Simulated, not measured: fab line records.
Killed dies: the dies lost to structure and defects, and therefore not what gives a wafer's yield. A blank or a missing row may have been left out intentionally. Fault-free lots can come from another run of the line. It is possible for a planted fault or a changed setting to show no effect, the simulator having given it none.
A single fault, viewed from 2 desks + flow gf180mcu + each desk has only its own numbers; what lay behind them comes last

== AT THE METROLOGY DESK ==
What the gauges read for every lot (on any tool): the sampled wafers with a number, averaged. If a lot's mean is further than 4 standard deviations from the usual mean, the lot is out of limits and carries the mark OUT (the distance appears in the brackets).
Columns: A = cd_nm at GF_M4_CD_MEAS_14, usual 279.7 nm
| lot  | first seen here | A     |
|------|-----------------|-------|
| L659 | day 23 07:35    | 278.3 |
| L661 | day 23 23:31    | 279.9 |
| L664 | day 25 06:03    | 280.5 |
| L665 | day 25 12:19    | 280.3 |
| L666 | day 25 19:35    | 280.3 |
| L667 | day 26 01:30    | 278.9 |
| L674 | day 28 06:00    | 279.3 |
| L675 | day 28 09:33    | 281.8 |
| L676 | day 28 17:43    | 278.6 |
| L678 | day 29 07:20    | 279.4 |
| L677 | day 29 08:41    | 278.1 |
| L680 | day 30 01:31    | 278.5 |
| L681 | day 30 06:55    | 278.6 |
| L682 | day 30 12:26    | 280.2 |
Finding of this desk: none of the 14 lots has anything out of limits.

== DESK OF THE TOOL OWNER: rie_diel-01 ==
The tool's own readings at GF_V4_ETCH_16 (etches BARC in N2/H2): means of the sampled wafers that have a number, for each lot that ran on this tool. If a lot's mean is further than 4 standard deviations from the usual mean, the lot is out of limits and carries the mark OUT (the distance appears in the brackets).
Columns: A = bias_w at GF_V4_ETCH_16, usual 100.00 W; B = chamber_pressure_mTorr at GF_V4_ETCH_16, usual 30.000 mTorr; C = drypump_motor_current_A at GF_V4_ETCH_16, usual 5.6 A; D = oes_product_au at GF_V4_ETCH_16, usual 0.855 a.u.; E = throttle_valve_pct at GF_V4_ETCH_16, usual 13.225 %
| lot  | first seen here | A      | B      | C   | D     | E      |
|------|-----------------|--------|--------|-----|-------|--------|
| L667 | day 26 23:50    | 99.75  | 29.994 | 5.4 | 0.853 | 13.223 |
| L675 | day 29 06:04    | 100.03 | 30.001 | 5.6 | 0.860 | 13.219 |
| L678 | day 30 03:34    | 99.88  | 30.022 | 5.8 | 0.862 | 13.226 |
| L680 | day 30 21:19    | 100.04 | 30.005 | 5.6 | 0.854 | 13.235 |
| L682 | day 31 08:25    | 99.93  | 29.994 | 5.8 | 0.855 | 13.231 |
Finding of this desk: none of the 5 lots has anything out of limits.

== ALL TOGETHER ==
Metrology desk: nothing out of limits seen.
The desk of the tool owner found nothing out of limits.

== WHAT THE SIMULATOR HAD PUT IN ==
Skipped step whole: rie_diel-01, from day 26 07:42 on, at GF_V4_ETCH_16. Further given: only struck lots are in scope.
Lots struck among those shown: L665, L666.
